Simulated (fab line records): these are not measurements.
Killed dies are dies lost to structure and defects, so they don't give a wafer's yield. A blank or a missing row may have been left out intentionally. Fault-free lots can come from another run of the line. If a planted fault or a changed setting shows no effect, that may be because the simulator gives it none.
Chamber matching / flow gf180mcu / cmp-01 running GF_V1_CMP_04: 4 sister chambers
The step polishes SiO2. 14 wafers are shown with their chamber, then 7 later ones without.

== EACH WAFER AND ITS CHAMBER ==
wafer=L327.1; chamber=3; motorCurrentA (A)=11.4; retainingRingPressureFrac=1.006; timeToEndpointS (s)=80
wafer=L327.2; chamber=0; motorCurrentA (A)=10.5; retainingRingPressureFrac=1.008; timeToEndpointS (s)=72
wafer=L327.3; chamber=2; motorCurrentA (A)=13.1; retainingRingPressureFrac=0.990; timeToEndpointS (s)=83
wafer=L328.1; chamber=0; motorCurrentA (A)=11.2; retainingRingPressureFrac=1.000; timeToEndpointS (s)=78
wafer=L328.5; chamber=3; motorCurrentA (A)=11.5; retainingRingPressureFrac=0.995; timeToEndpointS (s)=85
wafer=L328.6; chamber=2; motorCurrentA (A)=13.2; retainingRingPressureFrac=0.995; timeToEndpointS (s)=82
wafer=L333.1; chamber=2; motorCurrentA (A)=12.9; retainingRingPressureFrac=1.001; timeToEndpointS (s)=85
wafer=L333.5; chamber=1; motorCurrentA (A)=11.1; retainingRingPressureFrac=0.996; timeToEndpointS (s)=88
wafer=L333.6; chamber=0; motorCurrentA (A)=10.8; retainingRingPressureFrac=1.009; timeToEndpointS (s)=88
wafer=L335.1; chamber=3; motorCurrentA (A)=12.1; retainingRingPressureFrac=0.995; timeToEndpointS (s)=81
wafer=L335.2; chamber=1; motorCurrentA (A)=11.3; retainingRingPressureFrac=0.998; timeToEndpointS (s)=73
wafer=L335.4; chamber=2; motorCurrentA (A)=13.3; retainingRingPressureFrac=1.004; timeToEndpointS (s)=80
wafer=L336.2; chamber=0; motorCurrentA (A)=10.8; retainingRingPressureFrac=1.005; timeToEndpointS (s)=76
wafer=L336.3; chamber=1; motorCurrentA (A)=11.7; retainingRingPressureFrac=1.009; timeToEndpointS (s)=79

SIGNATURES (averages over the wafers above)
reading=motorCurrentA; chamber 0=10.825; chamber 1=11.367; chamber 2=13.125; chamber 3=11.667; scatter within a chamber=0.284
reading=retainingRingPressureFrac; chamber 0=1.00550; chamber 1=1.00100; chamber 2=0.99750; chamber 3=0.99867; scatter within a chamber=0.00587
reading=timeToEndpointS; chamber 0=78.50; chamber 1=80.00; chamber 2=82.50; chamber 3=82.00; scatter within a chamber=5.29
Rule: a wafer's distance from a chamber is the root of the sum, over the readings, of the square of ((its reading less the chamber's mean) divided by the reading's scatter). If the next closest chamber is less than 2 further off than the closest, the wafer can't be placed; otherwise it belongs to the closest. The scatter: the root of (the sum of the squares of (reading less its chamber's mean) over the shown wafers, divided by (wafers less chambers)).

== WAFERS WITHOUT THEIR CHAMBER ==
wafer=L336.5; motorCurrentA (A)=11.5; retainingRingPressureFrac=1.001; timeToEndpointS (s)=84
wafer=L341.4; motorCurrentA (A)=11.0; retainingRingPressureFrac=0.993; timeToEndpointS (s)=90
wafer=L341.5; motorCurrentA (A)=12.0; retainingRingPressureFrac=0.998; timeToEndpointS (s)=84
wafer=L341.6; motorCurrentA (A)=10.9; retainingRingPressureFrac=0.992; timeToEndpointS (s)=83
wafer=L348.4; motorCurrentA (A)=13.3; retainingRingPressureFrac=0.998; timeToEndpointS (s)=84
wafer=L348.5; motorCurrentA (A)=10.9; retainingRingPressureFrac=1.001; timeToEndpointS (s)=86
wafer=L348.6; motorCurrentA (A)=11.6; retainingRingPressureFrac=1.002; timeToEndpointS (s)=76

== WHICH CHAMBER EACH WENT THROUGH ==
wafer=L336.5; from the rows above=can't be placed: 3 or 1 or 0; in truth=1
wafer=L341.4; from the rows above=can't be placed: 1 or 3 or 0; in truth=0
wafer=L341.5; from the rows above=can't be placed: 3 or 1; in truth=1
wafer=L341.6; from the rows above=can't be placed: 1 or 0 or 3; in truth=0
wafer=L348.4; from the rows above=2; in truth=2
wafer=L348.5; from the rows above=can't be placed: 0 or 1 or 3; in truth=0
wafer=L348.6; from the rows above=can't be placed: 1 or 3 or 0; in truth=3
1 of 7 placed correctly. Cannot be placed on the basis of these rows: 6; the candidates contain the true chamber in 6. Wrongly placed: 0.
